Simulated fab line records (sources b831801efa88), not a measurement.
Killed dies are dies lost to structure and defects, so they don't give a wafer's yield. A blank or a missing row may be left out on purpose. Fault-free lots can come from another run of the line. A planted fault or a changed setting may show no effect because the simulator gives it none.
The tool behind it: which one? / flow sky130 / 12 lots with 36 wafers sampled at 2 steps, on a route of 708 steps

== WHAT THE GAUGES SHOWED, per wafer ==
SKY_LDD_HVN_OVL_MEAS_07. Usual: LDD_HVN_OVL 0.9 nm, standard deviation 1.6.
lot=L456; measured=day 21 01:54; on=overlay-01; LDD_HVN_OVL (nm)=1.1 0.1 0.1; flag=
lot=L457; measured=day 21 02:18; on=overlay-02; LDD_HVN_OVL (nm)=0.5 2.0 -2.2; flag=
lot=L458; measured=day 21 11:27; on=overlay-02; LDD_HVN_OVL (nm)=-0.4 0.0 0.2; flag=
lot=L460; measured=day 22 06:55; on=overlay-02; LDD_HVN_OVL (nm)=2.1 1.7 1.2; flag=
lot=L459; measured=day 22 07:18; on=overlay-01; LDD_HVN_OVL (nm)=1.5 1.8 1.7; flag=
lot=L463; measured=day 23 05:09; on=overlay-01; LDD_HVN_OVL (nm)=59.0 56.3 58.0; flag=OFF
lot=L464; measured=day 23 08:15; on=overlay-02; LDD_HVN_OVL (nm)=56.5 56.0 54.4; flag=OFF
lot=L465; measured=day 23 19:28; on=overlay-01; LDD_HVN_OVL (nm)=58.9 58.9 58.4; flag=OFF
lot=L468; measured=day 24 22:22; on=overlay-01; LDD_HVN_OVL (nm)=2.7 4.2 4.0; flag=
lot=L473; measured=day 26 11:33; on=overlay-02; LDD_HVN_OVL (nm)=4.0 3.9 1.9; flag=
lot=L476; measured=day 27 10:21; on=overlay-02; LDD_HVN_OVL (nm)=2.8 0.2 1.7; flag=
lot=L477; measured=day 28 01:21; on=overlay-01; LDD_HVN_OVL (nm)=2.5 3.1 5.1; flag=

== WHICH TOOL RAN EACH LOT (tool, then ch and the chambers of the sampled wafers, then the start) ==
lot=L456; SKY_LDD_HVN_EXPOSE_04=iline-stepper-01 ch 0, day 20 10:53
lot=L457; SKY_LDD_HVN_EXPOSE_04=iline-stepper-02 ch 0, day 20 11:25
lot=L458; SKY_LDD_HVN_EXPOSE_04=iline-stepper-01 ch 0, day 20 19:50
lot=L460; SKY_LDD_HVN_EXPOSE_04=iline-stepper-02 ch 0, day 21 15:37
lot=L459; SKY_LDD_HVN_EXPOSE_04=iline-stepper-02 ch 0, day 21 15:52
lot=L463; SKY_LDD_HVN_EXPOSE_04=iline-stepper-01 ch 0, day 22 13:47
lot=L464; SKY_LDD_HVN_EXPOSE_04=iline-stepper-01 ch 0, day 22 17:49
lot=L465; SKY_LDD_HVN_EXPOSE_04=iline-stepper-01 ch 0, day 23 04:52
lot=L468; SKY_LDD_HVN_EXPOSE_04=iline-stepper-02 ch 0, day 24 08:35
lot=L473; SKY_LDD_HVN_EXPOSE_04=iline-stepper-02 ch 0, day 25 21:01
lot=L476; SKY_LDD_HVN_EXPOSE_04=iline-stepper-02 ch 0, day 26 20:36
lot=L477; SKY_LDD_HVN_EXPOSE_04=iline-stepper-02 ch 0, day 27 10:57
- SKY_LDD_HVN_EXPOSE_04: exposes mask HVNTM, target cd 700 nm.

== WHAT THE TOOLS THEMSELVES READ (means of the sampled wafers that have a number; where no wafer has one, the mark that the record gives instead) ==
The record holds no such reading with a usual standard deviation.

== THE ANSWER, worked out from the rows above alone ==
Rule: take the mean of a lot's wafers that have a number; if it is more than 3 standard deviations from the usual mean, the lot is off. Also off: a lot with no number at a reading for which 4 or more lots have one. All remaining lots with rows at the step are treated as sound. Order of review: gauges by route order, followed by the tools' own readings, for which a lot's mean as printed above is used. At the first step where some lot is off, the reading lying furthest off is the one used; lots without a number count as furthest.
Off: L463, L464, L465, at SKY_LDD_HVN_OVL_MEAS_07 (LDD_HVN_OVL).
A tool fits if, at a process step before that reading, it ran every lot that is off, and no sound lot after the first of them. The gauges at SKY_LDD_HVN_OVL_MEAS_07 are tried like those tools. One candidate fits, namely iline-stepper-01 at SKY_LDD_HVN_EXPOSE_04. A fault onset in the window from L458 (day 20 19:50, its last sound lot) to L463 (day 22 13:47, its first lot off) fits.

== WHAT THE SIMULATOR HAD INSERTED ==
Scanner matching overlay: iline-stepper-01, from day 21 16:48 on, at SKY_LDD_HVN_EXPOSE_04. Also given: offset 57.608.
Shown lots that were struck: L463, L464, L465. The same result came from the rule above.
